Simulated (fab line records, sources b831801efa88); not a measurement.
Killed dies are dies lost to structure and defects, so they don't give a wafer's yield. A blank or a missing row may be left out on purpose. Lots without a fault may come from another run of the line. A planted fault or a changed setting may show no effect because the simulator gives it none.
Chamber matching | flow gf180mcu | GF_V1_ETCH_16 on rie_diel-04: 4 sister chambers
The step etches BARC in N2/H2. 8 wafers are shown with their chamber, then 9 later ones without.

WAFERS WITH THEIR CHAMBER
wafer  | chamber | drypump_motor_current_A (A) | throttle_valve_pct (%)
L078.5 | 3       | 5.2                         | 13.224
L080.3 | 0       | 5.5                         | 13.238
L080.6 | 3       | 5.2                         | 13.213
L082.1 | 1       | 6.1                         | 13.229
L082.5 | 1       | 6.1                         | 13.237
L086.2 | 0       | 5.4                         | 13.222
L086.4 | 2       | 6.3                         | 13.233
L086.5 | 2       | 6.3                         | 13.207

WAFERS WITHOUT THEIR CHAMBER
wafer  | drypump_motor_current_A (A) | throttle_valve_pct (%)
L087.2 | 5.4                         | 13.226
L087.4 | 6.3                         | 13.214
L087.5 | 6.0                         | 13.205
L092.3 | 5.4                         | 13.211
L092.5 | 5.2                         | 13.237
L092.6 | 5.4                         | 13.228
L096.2 | 6.3                         | 13.244
L096.5 | 5.2                         | 13.216
L096.6 | 5.4                         | 13.235

WHICH CHAMBER EACH WENT THROUGH
wafer  | from the rows above | in truth
L087.2 | 0                   | 0
L087.4 | 2                   | 2
L087.5 | 1                   | 1
L092.3 | 0                   | 0
L092.5 | 3                   | 3
L092.6 | 0                   | 0
L096.2 | 2                   | 2
L096.5 | 3                   | 3
L096.6 | 0                   | 0
Placed correctly: 9 of 9. Can't be placed from these rows: 0. Placed wrongly: 0.
How it was worked out, from the rows above alone: a wafer's distance from a chamber is the root of the sum, over the readings, of the square of ((its reading less the chamber's mean) divided by the reading's scatter). The wafer belongs to the nearest chamber; if the next one is less than 2 further off, it can't be placed. A chamber's mean is the mean of its shown wafers. The scatter: the root of (the sum of the squares of (reading less its chamber's mean) over the shown wafers, divided by (wafers less chambers)).
